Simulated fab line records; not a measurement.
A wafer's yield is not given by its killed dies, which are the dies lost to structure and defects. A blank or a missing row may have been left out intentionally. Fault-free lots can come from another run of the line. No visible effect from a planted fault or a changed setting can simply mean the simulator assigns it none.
fab line records	flow sky130
[record] lots = 5	wafers = 15	last-day = 50
route steps=708 shown LI_CONTACT@375 LOCAL_INTERCONNECT@387 PAD_OPEN@708
lots with no fault: from the same line, run without faults
start-h: start of the lot's first displayed wafer, in hours after the record's first day	wait-h: hours elapsed since this lot's preceding step	" repeats the value in the row above	L1.1+2: a row that stands for several wafers	- either no value or no given start	* or withheld: withheld	< > ~ a bound
route shown NAME@n: names a module that has steps shown in the file, with the first one's number in the route	usual: mean/standard deviation of fault-free wafers	same: alike in all rows	chamber/n: place in a boat	sites: per-site readings	_std_site: standard deviation across them	_edge_site: inner sites' mean taken away from outer sites' mean	radius-mm: how far each site lies from the wafer's centre	mask NAME#n: copy n	behind: the most recent tool/chamber to have shaped the wafer	hold: cause of the lot's hold/its duration in hours/its outcome	device: the n, p or np transistor that did not switch	end of line: the route-end tests of the same wafers	where a step has no rows: the recipe by itself	killed: dies that structure and defects cost at the first sort, which is not the same as the wafer's yield	map: per-die view of a wafer (x killed, . not killed, _ where there is no die)
set.NAME: setting as actually run; set.NAME@STEP: the setting as run at that earlier step	model.NAME: the simulator's own value behind a step, which no gauge read
lots at some steps of the route; a table a step, a row a wafer
services: from which hour (start-h, from the record's first day; less than 0 if before it) a tool's chamber was out of use, for how many hours, and why
[[steps]]
[step SKY_LI_CONTACT_OVL_MEAS_13]
[usual] LI_CONTACT_OVL = -2/5.2
lot.wafer	tool	chamber	start-h	wait-h	LI_CONTACT_OVL[nm]
L680.1	overlay-01	-	747.40	0.1	-10
L680.2	"	-	"	"	-13
L680.4	"	-	"	"	-8
L681.1	overlay-01	-	765.57	0.1	-3
L681.4	"	-	"	"	-2
L681.5	"	-	"	"	-9
L685.1	overlay-02	-	783.15	0.1	-8
L685.2	"	-	"	"	0
L685.4	"	-	"	"	4
L686.1	overlay-01	-	794.67	0.1	-3
L686.2	"	-	"	"	4
L686.4	"	-	"	"	3
L693.4	overlay-01	-	837.46	0.1	-9
L693.5	"	-	"	"	4
L693.6	"	-	"	"	-6
[step SKY_LI_CONTACT_ETCH_14]
[recipe] chemistry = N2/H2	target = BARC	ion-energy-ev = 200	source-w = 500	bias-w = 100	pressure-mtorr = 30	n2-flow-sccm = 100	h2-flow-sccm = 200	stop-on = SiO2	time-s = 45.9	target-depth-a = 600
[usual] drypump-motor-current-A = 5.6/0.31	oes-product-au = 0.854/0.0045	throttle-valve-pct = 13.225/0.0094
lot.wafer	tool	chamber	start-h	wait-h	drypump-motor-current-A	oes-product-au	rf-hours-counter-h	throttle-valve-pct
L680.1	rie-diel-01	3	747.43	0.0	5.0	0.855	19	13.218
L680.2	"	0	"	"	6.1	0.849	6	13.219
L680.4	"	1	"	"	6.0	0.856	11	13.225
L681.1	rie-diel-03	2	765.60	0.0	5.3	0.854	37	13.220
L681.4	"	3	"	"	5.7	0.857	3	13.237
L681.5	"	0	"	"	6.0	0.859	-	13.222
L685.1	rie-diel-04	2	783.18	0.0	5.1	0.861	7	13.222
L685.2	"	0	"	"	5.4	0.853	4	13.205
L685.4	"	3	"	"	5.6	0.858	19	13.217
L686.1	rie-diel-03	3	794.70	0.0	5.7	0.859	4	13.219
L686.2	"	0	"	"	5.9	0.855	9	13.225
L686.4	"	1	"	"	5.7	0.856	-	13.234
L693.4	rie-diel-04	3	837.50	0.0	5.6	0.857	-	13.210
L693.5	"	1	"	"	5.3	0.860	-	13.226
L693.6	"	0	"	"	5.4	0.860	-	13.234
[step SKY_LI_CONTACT_ETCH_15]
[recipe] target = PSG	chemistry = C4F8/O2/Ar	stop-on = Si	taper-deg = 4.15	mask-material = KrF-thick	source-w = 1500	bias-w = 1200	pressure-mtorr = 40	c4f8-flow-sccm = withheld	O2_flow_sccm = 6	Ar_flow_sccm = 300	time-s = withheld	target-depth-a = 6000
[usual] oes-product-au = 0.836/0.0046
lot.wafer	tool	chamber	start-h	wait-h	oes-product-au
L680.1	rie-diel-01	3	747.47	0.0	0.838
L680.2	"	0	"	"	0.842
L680.4	"	1	"	"	0.838
L681.1	rie-diel-03	2	765.64	0.0	0.824
L681.4	"	3	"	"	0.834
L681.5	"	0	"	"	0.838
L685.1	rie-diel-04	2	783.23	0.0	0.835
L685.2	"	0	"	"	0.838
L685.4	"	3	"	"	0.832
L686.1	rie-diel-03	3	794.74	0.0	0.832
L686.2	"	0	"	"	0.833
L686.4	"	1	"	"	0.839
L693.4	rie-diel-04	3	837.56	0.0	0.840
L693.5	"	1	"	"	0.837
L693.6	"	0	"	"	0.836
[step SKY_LI_CONTACT_STRIP_16]
[recipe] chemistry = O2/N2	power-w = 1400	pressure-mtorr = 1500	platen-temp-c = withheld	o2-flow-sccm = 3000	n2-flow-sccm = 300	overash-fraction = 0.5
[usual] drypump-motor-current-A = 5.8/0.38	oes-product-au = 0.376/0.0044	strip-time-to-endpoint-s = 3.493/0.026
lot.wafer	tool	chamber	start-h	wait-h	drypump-motor-current-A	oes-product-au	rf-hours-counter-h	strip-time-to-endpoint-s
L680.1	plasma-asher-02	1	747.56	-	6.2	0.384	97	3.529
L680.2	"	0	"	"	5.4	0.375	97	3.461
L680.4	"	1	"	"	6.2	0.376	-	3.486
L681.1	plasma-asher-03	1	765.73	-	5.5	0.376	64	3.515
L681.4	"	1	"	"	5.5	0.381	-	3.532
L681.5	"	1	"	"	5.5	0.374	-	3.510
L685.1	plasma-asher-03	0	783.31	-	6.1	0.376	68	3.467
L685.2	"	1	"	"	5.5	0.378	68	3.480
L685.4	"	1	"	"	5.5	0.370	-	3.475
L686.1	plasma-asher-03	0	794.83	-	6.1	0.376	69	3.508
L686.2	"	1	"	"	5.5	0.377	69	3.507
L686.4	"	0	"	"	6.1	0.379	-	3.529
L693.4	plasma-asher-03	0	837.64	-	6.2	0.368	-	3.475
L693.5	"	0	"	"	6.2	0.373	-	3.480
L693.6	"	1	"	"	5.5	0.377	-	3.482
[step SKY_LI_CONTACT_CLEAN_17]
[recipe] chemistry = NMP	time-s = 600	temp-c = 60	dry = n2-spin
[step SKY_LI_CONTACT_PRE_CLEAN_18]
[recipe] gas = Ar	time-s = 5.6	bias-v = 358
[step SKY_LI_CONTACT_SPUTTER_19]
[recipe] material = Ti	target-thk-nm = 20	chamber-pressure-pa = 5	power-w = 2500	substrate-temp-c = 200	time-s = 106.37
[step SKY_LI_CONTACT_SPUTTER_20]
[recipe] material = TiN	target-thk-nm = 20	chamber-pressure-pa = 5	power-w = 4000	time-s = 80
[usual] throttle-valve-pct = 30.2/1.2
lot.wafer	tool	chamber	start-h	wait-h	throttle-valve-pct
L680.1	pvd-sputter-01	-	747.93	0.0	31.6
L680.2	"	-	"	"	30.5
L680.4	"	-	"	"	30.4
L681.1	pvd-sputter-03	-	766.10	0.0	29.5
L681.4	"	-	"	"	30.4
L681.5	"	-	"	"	30.2
L685.1	pvd-sputter-02	-	783.68	0.0	32.9
L685.2	"	-	"	"	31.6
L685.4	"	-	"	"	30.4
L686.1	pvd-sputter-03	-	795.22	0.0	29.8
L686.2	"	-	"	"	28.5
L686.4	"	-	"	"	30.2
L693.4	pvd-sputter-01	-	837.97	0.0	31.6
L693.5	"	-	"	"	30.4
L693.6	"	-	"	"	30.2
[step SKY_LI_CONTACT_CVD_21]
[recipe] material = W	target-thk-nm = 400	time-s = 120.56	temp-c = 400	pressure-torr = 40
[step SKY_LI_CONTACT_RS_MEAS_22]
[recipe] thk-meas-gauge = four-point-probe	reads = W_of_LI_CONTACT_CVD_21+TiN_of_LI_CONTACT_SPUTTER_20+Ti_of_LI_CONTACT_SPUTTER_19
[usual] LI_CONTACT_W_RS = 0.2836/0.0029
lot.wafer	tool	chamber	start-h	wait-h	LI_CONTACT_W_RS[ohm/sq]
L680.1	film-metro-03	-	748.12	0.1	0.2853
L680.2	"	-	"	"	0.2814
L680.4	"	-	"	"	0.2801
L681.1	film-metro-02	-	766.29	0.1	0.2848
L681.4	"	-	"	"	0.2855
L681.5	"	-	"	"	0.2844
L685.1	film-metro-04	-	783.87	0.1	0.2833
L685.2	"	-	"	"	0.2838
L685.4	"	-	"	"	0.2869
L686.1	film-metro-04	-	795.40	0.1	0.2838
L686.2	"	-	"	"	0.2850
L686.4	"	-	"	"	0.2839
L693.4	film-metro-03	-	838.22	0.1	0.2801
L693.5	"	-	"	"	0.2836
L693.6	"	-	"	"	0.2806
[step SKY_LI_CONTACT_THK_MEAS_23]
[recipe] thk-meas-gauge = xrf	reads = W_of_LI_CONTACT_CVD_21
[usual] LI_CONTACT_W_THK = 389/6.2
lot.wafer	tool	chamber	start-h	wait-h	LI_CONTACT_W_THK[nm]
L680.1	film-metro-03	-	748.24	0.1	394
L680.2	"	-	"	"	397
L680.4	"	-	"	"	401
L681.1	film-metro-02	-	766.41	0.1	390
L681.4	"	-	"	"	388
L681.5	"	-	"	"	389
L685.1	film-metro-04	-	783.99	0.1	385
L685.2	"	-	"	"	386
L685.4	"	-	"	"	379
L686.1	film-metro-04	-	795.52	0.1	390
L686.2	"	-	"	"	382
L686.4	"	-	"	"	386
L693.4	film-metro-03	-	838.31	0.1	395
L693.5	"	-	"	"	389
L693.6	"	-	"	"	398
[step SKY_LI_CONTACT_CMP_24]
[recipe] stop-on = PSG	t-overpolish-s = 20	down-force-psi = 3.5	platen-rpm = 60	target-thk-nm = 0	pad-velocity-m-s = 0.94248
[usual] motor-current-A = 10.4/1.4	overpolish-run-s = 20.000/0.0086	slurry-filter-dp-kPa = 13.51/0.13	time-to-endpoint-s = 96.4/2.9
lot.wafer	tool	chamber	start-h	wait-h	motor-current-A	overpolish-run-s	slurry-filter-dp-kPa	time-to-endpoint-s
L680.1	cmp-01	1	748.35	0.1	11.1	20.003	13.69	93.8
L680.4	"	2	"	"	12.0	20.001	13.37	102.4
L680.2	"	3	"	"	9.9	19.999	13.73	95.4
L681.1	cmp-01	0	766.62	0.2	8.7	19.988	13.60	91.7
L681.4	"	3	"	"	9.7	19.997	13.35	90.7
L681.5	"	0	"	"	8.8	19.986	13.41	94.8
L685.2	cmp-01	0	784.05	0.0	8.5	20.006	13.56	94.4
L685.4	"	2	"	"	12.6	20.002	13.44	94.7
L685.1	"	3	"	"	9.9	20.005	13.60	94.5
L686.1	cmp-02	3	795.58	0.1	10.3	20.005	13.55	92.3
L686.4	"	1	"	"	10.4	20.012	13.58	100.2
L686.2	"	2	"	"	12.6	20.001	13.64	92.1
L693.4	cmp-02	3	838.39	0.1	10.9	19.981	13.44	92.4
L693.5	"	2	"	"	12.1	20.014	13.50	92.2
L693.6	"	3	"	"	10.7	20.012	13.52	97.9
[step SKY_LOCAL_INTERCONNECT_SPUTTER_00]
[recipe] material = TiN	target-thk-nm = 100	temp-c = 300	power-w = 6500	time-s = 83.3	chamber-pressure-pa = 0.4
[usual] throttle-valve-pct = 29.5/1.1
lot.wafer	tool	chamber	start-h	wait-h	throttle-valve-pct	model.TiN_of_LOCAL_INTERCONNECT_SPUTTER_00.thk-nm
L680.1	pvd-sputter-03	-	748.60	0.2	29.7	99.18
L680.2	"	-	"	"	30.1	99.21
L680.4	"	-	"	"	29.3	100.2
L681.1	pvd-sputter-04	-	766.92	0.2	28.5	98.98
L681.4	"	-	"	"	28.3	99.69
L681.5	"	-	"	"	28.6	99.47
L685.1	pvd-sputter-02	-	784.35	0.1	32.8	101.1
L685.2	"	-	"	"	30.4	99.84
L685.4	"	-	"	"	29.2	100.3
L686.1	pvd-sputter-04	-	795.88	0.2	29.7	96.96
L686.2	"	-	"	"	30.0	94.27
L686.4	"	-	"	"	28.6	97.63
L693.4	pvd-sputter-02	-	838.64	0.2	31.5	99.03
L693.5	"	-	"	"	31.3	98.83
L693.6	"	-	"	"	33.0	99.64
[step SKY_LOCAL_INTERCONNECT_RS_MEAS_01]
[recipe] thk-meas-gauge = four-point-probe	reads = TiN_of_LOCAL_INTERCONNECT_SPUTTER_00
[usual] LOCAL_INTERCONNECT_TIN_RS = 14.18/0.15
lot.wafer	tool	chamber	start-h	wait-h	LOCAL_INTERCONNECT_TIN_RS[ohm/sq]
L680.1	film-metro-04	-	748.66	0.0	14.29
L680.2	"	-	"	"	14.27
L680.4	"	-	"	"	14.10
L681.1	film-metro-04	-	766.98	0.0	14.32
L681.4	"	-	"	"	14.17
L681.5	"	-	"	"	14.24
L685.1	film-metro-03	-	784.41	0.0	13.98
L685.2	"	-	"	"	14.17
L685.4	"	-	"	"	14.08
L686.1	film-metro-01	-	795.95	0.0	14.60
L686.2	"	-	"	"	15.04
L686.4	"	-	"	"	14.46
L693.4	film-metro-01	-	838.76	0.1	14.27
L693.5	"	-	"	"	14.31
L693.6	"	-	"	"	14.17
[step SKY_LOCAL_INTERCONNECT_THK_MEAS_02]
[recipe] thk-meas-gauge = xrf	reads = TiN_of_LOCAL_INTERCONNECT_SPUTTER_00
[usual] LOCAL_INTERCONNECT_TIN_THK = 100.0/1.1
lot.wafer	tool	chamber	start-h	wait-h	LOCAL_INTERCONNECT_TIN_THK[nm]
L680.1	film-metro-04	-	748.78	0.1	99.9
L680.2	"	-	"	"	99.5
L680.4	"	-	"	"	100.6
L681.1	film-metro-04	-	767.10	0.1	99.0
L681.4	"	-	"	"	100.0
L681.5	"	-	"	"	99.7
L685.1	film-metro-03	-	784.53	0.1	101.4
L685.2	"	-	"	"	99.5
L685.4	"	-	"	"	100.5
L686.1	film-metro-01	-	796.07	0.1	97.2
L686.2	"	-	"	"	94.6
L686.4	"	-	"	"	97.7
L693.4	film-metro-01	-	838.85	0.1	99.1
L693.5	"	-	"	"	99.3
L693.6	"	-	"	"	99.9
[step SKY_LOCAL_INTERCONNECT_DEHYDRATE_03]
[recipe] temp-c = 200	time-s = 60
[step SKY_LOCAL_INTERCONNECT_HMDS_04]
[recipe] prime-time-s = 60	prime-temp-c = 120
[step SKY_LOCAL_INTERCONNECT_COAT_05]
[recipe] resist = BARC	temp-c = withheld	time-s = withheld	spin-rpm = 3000	resist-thk-nm = 60
[step SKY_LOCAL_INTERCONNECT_COAT_06]
[recipe] resist = KrF-thick	spin-rpm = 3000	resist-thk-nm = 450
[step SKY_LOCAL_INTERCONNECT_SOFTBAKE_07]
[recipe] temp-c = 100	time-s = 90	resist = KrF-thick
[step SKY_LOCAL_INTERCONNECT_EXPOSE_08]
[recipe] mask-id = LI1M	na = 0.8	source-shape = annular	sigma-inner = 0.55	sigma-outer = 0.85	target-cd-nm = 170	dose-mj = 28
[step SKY_LOCAL_INTERCONNECT_PEB_09]
[recipe] peb-temp-c = withheld	peb-time-s = withheld	resist = KrF-thick
[step SKY_LOCAL_INTERCONNECT_DEVELOP_10]
[recipe] develop-time-s = 60	resist = KrF-thick	dev-temp-c = 21
[step SKY_LOCAL_INTERCONNECT_CD_MEAS_11]
[recipe] target-cd-nm = 170
[usual] cd-nm = 169.3/1.4
lot.wafer	tool	chamber	start-h	wait-h	cd-nm
L680.1	cd-sem-02	-	774.95	-	171.6
L680.2	"	-	"	"	171.3
L680.4	"	-	"	"	170.4
L681.1	cd-sem-02	-	791.58	-	170.0
L681.4	"	-	"	"	169.8
L681.5	"	-	"	"	170.8
L685.1	cd-sem-02	-	810.33	-	166.9
L685.2	"	-	"	"	167.6
L685.4	"	-	"	"	167.0
L686.1	cd-sem-02	-	821.95	-	168.4
L686.2	"	-	"	"	167.3
L686.4	"	-	"	"	168.8
L693.4	cd-sem-02	-	864.69	-	172.9
L693.5	"	-	"	"	171.3
L693.6	"	-	"	"	170.4
[step SKY_LOCAL_INTERCONNECT_OVL_MEAS_12]
[usual] LOCAL_INTERCONNECT_OVL = 2/6.6
lot.wafer	tool	chamber	start-h	wait-h	LOCAL_INTERCONNECT_OVL[nm]
L680.1	overlay-02	-	775.07	0.1	8
L680.2	"	-	"	"	7
L680.4	"	-	"	"	9
L681.1	overlay-02	-	791.70	0.1	-4
L681.4	"	-	"	"	11
L681.5	"	-	"	"	0
L685.1	overlay-01	-	810.45	0.1	10
L685.2	"	-	"	"	0
L685.4	"	-	"	"	0
L686.1	overlay-01	-	822.07	0.1	6
L686.2	"	-	"	"	-9
L686.4	"	-	"	"	2
L693.4	overlay-01	-	864.77	0.1	-9
L693.5	"	-	"	"	-2
L693.6	"	-	"	"	-3
[step SKY_LOCAL_INTERCONNECT_ETCH_13]
[recipe] chemistry = N2/H2	target = BARC	ion-energy-ev = 200	bias-w = 100	pressure-mtorr = 30	n2-flow-sccm = 100	h2-flow-sccm = 200	icp-w = 500	stop-on = SiO2	time-s = 45.9	target-depth-a = 600
[step SKY_LOCAL_INTERCONNECT_METAL_ETCH_14]
[recipe] target-depth-nm = 110	stop-on = PSG	chemistry = Cl2/BCl3	target = TiN	resist-sidewall-deg = 88	pressure-mtorr = 10	icp-w = 900	bias-w = 48.5	Cl2_flow_sccm = 60	bcl3-flow-sccm = 30	time-s = 31.4
[usual] drypump-motor-current-A = 5.7/0.46	oes-product-au = 0.939/0.0072	throttle-valve-pct = 21.902/0.0095
lot.wafer	tool	chamber	start-h	wait-h	drypump-motor-current-A	oes-product-au	rf-hours-counter-h	throttle-valve-pct	model.LOCAL_INTERCONNECT.feature-depth-nm	model.etch.depth-nm
L680.1	rie-metal-04	0	775.17	0.0	6.3	0.934	0	21.907	99.18	99.18
L680.2	"	1	"	"	5.7	0.941	16	21.904	99.21	99.21
L680.4	"	0	"	"	6.3	0.946	-	21.895	100.2	100.2
L681.1	rie-metal-02	1	791.80	0.0	6.2	0.931	2	21.894	98.98	98.98
L681.4	"	1	"	"	6.1	0.939	-	21.887	99.69	99.69
L681.5	"	1	"	"	6.2	0.934	-	21.901	99.47	99.47
L685.1	rie-metal-03	1	810.55	0.0	5.0	0.944	8	21.891	101.1	101.1
L685.2	"	0	"	"	5.2	0.945	2	21.908	99.84	99.84
L685.4	"	1	"	"	5.0	0.943	-	21.898	100.3	100.3
L686.1	rie-metal-03	1	822.17	0.0	5.0	0.927	9	21.904	96.96	96.96
L686.2	"	0	"	"	5.2	0.915	2	21.920	94.27	94.27
L686.4	"	1	"	"	5.0	0.926	-	21.906	97.63	97.63
L693.4	rie-metal-04	0	864.86	0.0	6.3	0.932	-	21.916	99.03	99.03
L693.5	"	1	"	"	5.7	0.934	-	21.912	98.83	98.83
L693.6	"	0	"	"	6.3	0.942	-	21.904	99.64	99.64
[step SKY_LOCAL_INTERCONNECT_STRIP_15]
[recipe] chemistry = O2/N2	power-w = 1400	pressure-mtorr = 1500	platen-temp-c = withheld	o2-flow-sccm = 3000	n2-flow-sccm = 300	overash-fraction = 0.5
[step SKY_LOCAL_INTERCONNECT_STRIP_16]
[recipe] chemistry = post-etch-residue-remover	time-s = 1200	temp-c = 72.5
lot.wafer	tool	chamber	start-h	wait-h	model.TiN_of_LOCAL_INTERCONNECT_SPUTTER_00.thk-nm
L680.1	wet-bench-02	2	775.32	0.1	98.77
L680.2	"	2	"	"	98.79
L680.4	"	2	"	"	99.83
L681.1	wet-bench-03	0	791.95	0.1	98.56
L681.4	"	0	"	"	99.27
L681.5	"	0	"	"	99.05
L685.1	wet-bench-02	3	810.70	0.1	100.6
L685.2	"	3	"	"	99.42
L685.4	"	3	"	"	99.85
L686.1	wet-bench-02	0	822.32	0.1	96.53
L686.2	"	0	"	"	93.84
L686.4	"	0	"	"	97.2
L693.4	wet-bench-03	2	865.00	0.0	98.6
L693.5	"	2	"	"	98.41
L693.6	"	2	"	"	99.22
[step SKY_LOCAL_INTERCONNECT_CLEAN_17]
[recipe] chemistry = IPA	time-s = 180	temp-c = 25
[step SKY_PAD_OPEN_PROBE_99]
[usual] killed_at_M0_to_M3 = 44/6.6	killed_at_M4_up = 3.4/1.9	killed-at-contacts = 25/5.6	killed-at-front-end = 15/4.6	killed-at-other = 0.3/0.6	killed-dies = 88/9.5	killed-open = 47/7.1	killed-short = 40/6.4
[same] gross-dies = 492	killed-at-back-side = 0
lot.wafer	tool	chamber	start-h	wait-h	killed_at_M0_to_M3	killed_at_M4_up	killed-at-contacts	killed-at-front-end	killed-at-other	killed-dies	killed-open	killed-short	model.etest.res-li.line-ohm-um	model.etest.res-li.rs-ohm-sq
L680.1	prober-01	-	1126.59	0.1	38	7	30	14	0	89	59	30	74.41	12.86
L680.2	prober-01	-	1126.64	0.1	53	5	26	18	1	103	52	50	74.61	12.84
L680.4	prober-01	-	1126.74	0.2	51	3	34	16	1	105	60	44	74.22	12.7
L681.1	prober-02	-	1137.41	0.1	48	7	23	13	0	91	41	49	75.52	12.86
L681.4	prober-02	-	1137.56	0.2	37	2	20	18	0	77	50	26	74.97	12.82
L681.5	prober-02	-	1137.61	0.2	44	3	20	14	0	81	45	35	74	12.92
L685.1	prober-02	-	1152.02	0.1	49	1	24	10	0	84	44	40	75.18	12.56
L685.2	prober-02	-	1152.07	0.1	33	6	22	16	1	78	31	47	75.45	12.74
L685.4	prober-02	-	1152.17	0.2	31	3	21	16	0	71	35	36	75.54	12.76
L686.1	prober-01	-	1158.67	0.1	47	3	20	19	0	89	48	41	77.97	13.17
L686.2	prober-01	-	1158.72	0.1	46	4	19	23	1	93	49	44	80.61	13.54
L686.4	prober-01	-	1158.82	0.2	35	2	25	10	0	72	46	26	77.15	13.07
L693.4	prober-01	-	1189.81	0.2	51	5	26	19	1	102	46	56	75.1	12.9
L693.5	prober-01	-	1189.86	0.2	32	5	24	14	0	75	34	41	75.01	12.88
L693.6	prober-01	-	1189.91	0.2	45	2	31	15	0	93	51	42	75.09	12.86
// killed by level:class
L680.1 CONTACT:geometric-particle:open=13 VIA1:geometric-particle:open=12 LI_CONTACT:geometric-particle:open=8 VIA2:geometric-particle:open=8 CONTACT:geometric-particle:short=7 VIA3:geometric-particle:open=5 METAL4:geometric-particle:short=5 POLY_GATE:geometric-particle:short=4
L680.2 VIA1:geometric-particle:open=13 CONTACT:geometric-particle:open=11 VIA3:geometric-particle:open=9 FIELD_ISO:geometric-particle:short=7 LOCAL_INTERCONNECT:geometric-particle:short=6 METAL1:geometric-particle:short=6 VIA1:geometric-particle:short=5 METAL2:geometric-particle:short=5
L680.4 VIA1:geometric-particle:open=12 LI_CONTACT:geometric-particle:open=10 VIA2:geometric-particle:open=9 CONTACT:geometric-particle:open=8 LOCAL_INTERCONNECT:geometric-particle:short=8 METAL2:geometric-particle:short=8 METAL1:geometric-particle:short=6 CONTACT:geometric-particle:short=5
L681.1 VIA1:geometric-particle:open=14 VIA1:geometric-particle:short=8 CONTACT:geometric-particle:open=7 POLY_GATE:geometric-particle:short=6 METAL2:geometric-particle:short=5 LOCAL_INTERCONNECT:geometric-particle:short=5 CONTACT:geometric-particle:short=5 METAL1:geometric-particle:short=5
L681.4 LI_CONTACT:geometric-particle:open=10 VIA1:geometric-particle:open=9 CONTACT:geometric-particle:open=8 POLY_GATE:geometric-particle:open=6 VIA1:geometric-particle:short=6 VIA2:geometric-particle:open=5 VIA3:geometric-particle:short=5 VIA3:geometric-particle:open=4
L681.5 VIA1:geometric-particle:open=13 CONTACT:geometric-particle:open=8 LI_CONTACT:geometric-particle:open=6 VIA2:geometric-particle:open=5 VIA3:geometric-particle:short=5 LI_CONTACT:geometric-particle:short=4 VIA1:geometric-particle:short=4 VIA3:geometric-particle:open=4
L685.1 VIA1:geometric-particle:open=9 LI_CONTACT:geometric-particle:open=8 METAL1:geometric-particle:short=8 VIA2:geometric-particle:open=7 VIA3:geometric-particle:open=6 LOCAL_INTERCONNECT:geometric-particle:short=5 CONTACT:geometric-particle:open=5 VIA1:geometric-particle:short=5
L685.2 CONTACT:geometric-particle:open=7 VIA1:geometric-particle:open=7 FIELD_ISO:geometric-particle:short=6 LI_CONTACT:geometric-particle:open=6 METAL1:geometric-particle:short=6 METAL2:geometric-particle:short=5 VIA3:geometric-particle:short=4 LOCAL_INTERCONNECT:geometric-particle:short=4
L685.4 CONTACT:geometric-particle:open=7 METAL2:geometric-particle:short=7 VIA1:geometric-particle:open=6 LI_CONTACT:geometric-particle:open=5 CONTACT:geometric-particle:short=5 POLY_GATE:geometric-particle:short=4 POLY_GATE:geometric-particle:open=4 VIA2:geometric-particle:open=4
L686.1 VIA1:geometric-particle:open=13 METAL2:geometric-particle:short=11 POLY_GATE:geometric-particle:open=6 CONTACT:geometric-particle:open=6 VIA2:geometric-particle:open=6 LI_CONTACT:geometric-particle:open=5 VIA1:geometric-particle:short=4 METAL3:geometric-particle:short=4
L686.2 VIA1:geometric-particle:open=14 POLY_GATE:geometric-particle:short=8 VIA2:geometric-particle:open=7 POLY_GATE:geometric-particle:open=6 CONTACT:geometric-particle:open=5 LOCAL_INTERCONNECT:geometric-particle:short=5 LI_CONTACT:geometric-particle:open=4 VIA1:geometric-particle:short=4
L686.4 VIA1:geometric-particle:open=9 VIA3:geometric-particle:open=8 VIA2:geometric-particle:open=7 LI_CONTACT:geometric-particle:open=6 CONTACT:geometric-particle:open=6 CONTACT:geometric-particle:short=6 POLY_GATE:geometric-particle:open=4 POLY_GATE:geometric-particle:short=3
L693.4 CONTACT:geometric-particle:open=11 VIA1:geometric-particle:open=11 METAL3:geometric-particle:short=8 POLY_GATE:geometric-particle:short=7 VIA2:geometric-particle:open=7 METAL1:geometric-particle:short=7 METAL2:geometric-particle:short=6 CONTACT:geometric-particle:short=5
L693.5 CONTACT:geometric-particle:open=9 CONTACT:geometric-particle:short=6 VIA2:geometric-particle:open=6 POLY_GATE:geometric-particle:short=5 LI_CONTACT:geometric-particle:open=5 METAL1:geometric-particle:short=4 METAL2:geometric-particle:short=4 FIELD_ISO:geometric-particle:short=3
L693.6 VIA1:geometric-particle:open=11 CONTACT:geometric-particle:open=9 LOCAL_INTERCONNECT:geometric-particle:short=8 LI_CONTACT:geometric-particle:open=7 METAL1:geometric-particle:short=7 VIA3:geometric-particle:open=6 FIELD_ISO:geometric-particle:open=5 VIA2:geometric-particle:short=5
[[services]]
tool	chamber	start-h	hours	kind
rie-diel-03	-	727.46	2.8	pm
cmp-01	-	741.47	1.8	repair
cmp-02	-	743.37	33.0	repair
cmp-02	-	749.54	1.4	repair
cmp-01	-	751.61	3.9	repair
rie-diel-01	3	770.48	11.2	repair
cmp-02	-	776.42	4.0	pm
pvd-sputter-02	-	776.67	4.0	repair
cmp-02	-	780.72	9.0	pm
cmp-02	-	786.88	0.6	repair
cmp-01	-	789.75	6.3	pm
cmp-02	-	802.63	0.2	repair
cmp-01	-	804.65	0.5	repair
rie-metal-04	-	805.07	0.4	repair
rie-diel-03	-	809.42	0.3	repair
cmp-01	-	809.70	0.7	repair
cmp-01	-	810.38	6.3	pm
rie-diel-04	2	812.83	54.2	repair
rie-diel-03	3	819.27	6.7	repair
cmp-02	-	820.30	1.1	repair
cmp-01	-	825.64	0.5	repair
cmp-02	-	829.77	7.2	repair
pvd-sputter-03	-	832.97	0.5	repair
rie-metal-03	-	858.04	2.8	pm
[[key]]
[first-sign] step = SKY_LOCAL_INTERCONNECT_RS_MEAS_01	reading = LOCAL_INTERCONNECT_TIN_RS	direction = up	sigmas = 5.6	usual = 14.18	struck = 15.04
[effect] step = SKY_LOCAL_INTERCONNECT_THK_MEAS_02	reading = LOCAL_INTERCONNECT_TIN_THK	direction = down	sigmas = 4.9	usual = 100.0	struck = 94.6
[model-effect] step = SKY_LOCAL_INTERCONNECT_SPUTTER_00	value = TiN_of_LOCAL_INTERCONNECT_SPUTTER_00.thk-nm	without = 96.73	struck = 94.27
[model-effect] step = SKY_LOCAL_INTERCONNECT_METAL_ETCH_14	value = LOCAL_INTERCONNECT.feature-depth-nm	without = 96.73	struck = 94.27
[model-effect] step = SKY_LOCAL_INTERCONNECT_STRIP_16	value = TiN_of_LOCAL_INTERCONNECT_SPUTTER_00.thk-nm	without = 96.3	struck = 93.84
[model-effect] step = SKY_PAD_OPEN_PROBE_99	value = etest.res-li.line-ohm-um	without = 78.56	struck = 80.61
met-at SKY_LOCAL_INTERCONNECT_SPUTTER_00
struck-wafers L686.2
tester-left-out L686
[fault] kind = process-parameter-drift	tool = pvd-sputter-04	chamber = -	onset-h = 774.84	steps = SKY_LOCAL_INTERCONNECT_SPUTTER_00	channel = target-thk-nm	offset = -2.4588	shape = step	end-h = 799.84	acts-in = these-recipes-only	stated = 100	scope = struck-wafers-only
// tester-left-out: of these lots the tester's yield and bins aren't shown, on N5 and GAA mostly nor the transistor test; their killed dies are dies lost to structure and defects alone, not to doping, threshold or leakage, so they don't give the yield
